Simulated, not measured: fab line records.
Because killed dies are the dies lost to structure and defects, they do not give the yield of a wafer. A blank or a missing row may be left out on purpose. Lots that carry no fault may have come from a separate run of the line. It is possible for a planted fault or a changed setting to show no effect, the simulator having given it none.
Which of the tools did it?    flow gf180mcu    13 lots, 39 wafers sampled, at 2 steps of a route of 602

## WHAT EACH GAUGE READ, for each wafer
GF_M4_THK_MEAS_06: measures by xrf. Usual: M4_ALCU_THK 444 nm, standard deviation 4.5.
lot   measured      on             M4_ALCU_THK (nm)  flag
L547  day 22 12:21  film-metro-04  446 448 452       
L549  day 23 12:03  film-metro-04  440 453 449       
L553  day 24 22:49  film-metro-02  446 444 447       
L554  day 25 08:12  film-metro-03  439 441 443       
L555  day 25 16:01  film-metro-03  445 444 442       
L556  day 26 04:40  film-metro-03  442 444 446       
L557  day 26 07:45  film-metro-02  444 446 443       
L562  day 28 05:17  film-metro-02  434 441 441       
L564  day 28 12:37  film-metro-04  444 446 448       
L563  day 28 15:12  film-metro-04  445 444 442       
L567  day 29 05:21  film-metro-02  446 445 451       
L568  day 29 11:05  film-metro-03  441 444 444       
L569  day 29 18:32  film-metro-03  450 455 453       

## WHICH TOOL RAN EACH LOT (tool, then ch and the chambers of the sampled wafers, then the start)
lot   GF_M4_SPUTTER_00
L547  pvd-sputter-01, day 22 12:00
L549  pvd-sputter-01, day 23 11:43
L553  pvd-sputter-01, day 24 22:28
L554  pvd-sputter-04, day 25 07:52
L555  pvd-sputter-01, day 25 15:40
L556  pvd-sputter-02, day 26 04:19
L557  pvd-sputter-04, day 26 07:25
L562  pvd-sputter-04, day 28 04:57
L564  pvd-sputter-01, day 28 12:14
L563  pvd-sputter-02, day 28 14:52
L567  pvd-sputter-01, day 29 05:00
L568  pvd-sputter-01, day 29 10:44
L569  pvd-sputter-01, day 29 18:12
- GF_M4_SPUTTER_00: material Ti, target thk 37.5 nm, time 150 s.

## WHAT THE TOOLS THEMSELVES READ (means of the sampled wafers that have a number; where no wafer has one, the mark that the record gives instead)
GF_M4_SPUTTER_00. Usual: cathode-dc-power-W 4000.0 W, standard deviation 0.73; chamber-pressure-pa 2.000 Pa, standard deviation 0.004; throttle-valve-pct 29.9 %, standard deviation 0.94.
lot   tool            cathode-dc-power-W (W)  chamber-pressure-pa (Pa)  throttle-valve-pct (%)  flag
L547  pvd-sputter-01  4000.4                  2.000                     29.9                    
L549  pvd-sputter-01  3999.9                  2.000                     29.7                    
L553  pvd-sputter-01  3999.5                  1.995                     30.0                    
L554  pvd-sputter-04  4000.1                  2.002                     30.4                    
L555  pvd-sputter-01  3999.9                  1.997                     30.3                    
L556  pvd-sputter-02  4000.4                  1.999                     29.7                    
L557  pvd-sputter-04  3999.9                  1.996                     29.9                    
L562  pvd-sputter-04  4000.5                  2.003                     29.2                    
L564  pvd-sputter-01  4000.1                  1.999                     30.1                    
L563  pvd-sputter-02  3999.4                  2.005                     30.3                    
L567  pvd-sputter-01  3999.9                  2.000                     29.3                    
L568  pvd-sputter-01  4000.9                  1.998                     30.3                    
L569  pvd-sputter-01  3999.7                  2.006                     30.4                    

## THE ANSWER, worked out from the rows above alone
Rule: lot off if the mean of its wafers having a number is beyond 3 standard deviations from the usual mean. A lot without any number at a reading at which 4 lots or more have one is off too. Any other lot the step has rows for is counted as sound. After the gauges, taken in route order, come the tools' own readings; for these a lot's mean is taken, as printed above. At the first step where some lot is off, the reading lying furthest off is the one used; lots without a number count as furthest.
No lot is off on any of the readings shown, so nothing can be concluded from this.

## WHAT WAS PUT IN BY THE SIMULATOR
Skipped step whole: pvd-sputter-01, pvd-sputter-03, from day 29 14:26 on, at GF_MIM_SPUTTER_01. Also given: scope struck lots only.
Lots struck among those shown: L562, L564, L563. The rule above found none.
